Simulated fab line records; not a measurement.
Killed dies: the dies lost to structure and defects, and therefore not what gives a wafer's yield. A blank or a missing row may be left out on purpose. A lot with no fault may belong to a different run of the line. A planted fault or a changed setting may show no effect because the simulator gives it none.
Chamber matching || flow gf180mcu || GF_SAB_CVD_00 on pecvd-03: 3 sister chambers
The step deposits SiO2 from TEOS, target thk 50 nm, time 4.9302 s. 6 wafers are shown with their chamber, then 8 later ones without.

WAFERS PAIRED WITH THEIR CHAMBERS
{"wafer": "L080.4", "chamber": 0, "heaterPowerW (W)": 666}
{"wafer": "L082.1", "chamber": 0, "heaterPowerW (W)": 645}
{"wafer": "L083.3", "chamber": 2, "heaterPowerW (W)": 651}
{"wafer": "L083.4", "chamber": 1, "heaterPowerW (W)": 542}
{"wafer": "L083.5", "chamber": 2, "heaterPowerW (W)": 648}
{"wafer": "L087.3", "chamber": 1, "heaterPowerW (W)": 556}

WAFERS WITHOUT THEIR CHAMBER
{"wafer": "L087.4", "heaterPowerW (W)": 581}
{"wafer": "L087.6", "heaterPowerW (W)": 691}
{"wafer": "L094.1", "heaterPowerW (W)": 584}
{"wafer": "L094.3", "heaterPowerW (W)": 591}
{"wafer": "L094.6", "heaterPowerW (W)": 584}
{"wafer": "L095.1", "heaterPowerW (W)": 679}
{"wafer": "L095.2", "heaterPowerW (W)": 676}
{"wafer": "L095.3", "heaterPowerW (W)": 517}

WHICH CHAMBER EACH WENT THROUGH
{"wafer": "L087.4", "from the rows above": 1, "in truth": 1}
{"wafer": "L087.6", "from the rows above": "can't be placed: 0 or 2", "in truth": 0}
{"wafer": "L094.1", "from the rows above": 1, "in truth": 1}
{"wafer": "L094.3", "from the rows above": "can't be placed: 1 or 2", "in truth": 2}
{"wafer": "L094.6", "from the rows above": 1, "in truth": 1}
{"wafer": "L095.1", "from the rows above": "can't be placed: 0 or 2", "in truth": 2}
{"wafer": "L095.2", "from the rows above": "can't be placed: 0 or 2", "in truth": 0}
{"wafer": "L095.3", "from the rows above": 1, "in truth": 1}
Placed correctly: 4 of 8. Cannot be placed on the basis of these rows: 4; the candidates contain the true chamber in 4. 0 placed wrongly.
How it was worked out, from the rows above alone: a wafer's distance from a chamber is the root of the sum, over the readings, of the square of ((its reading less the chamber's mean) divided by the reading's scatter). The wafer belongs to the nearest chamber; if the next one is less than 2 further off, it can't be placed. The mean given for a chamber averages the wafers shown for that chamber. The scatter: the root of (the sum of the squares of (reading less its chamber's mean) over the shown wafers, divided by (wafers less chambers)).
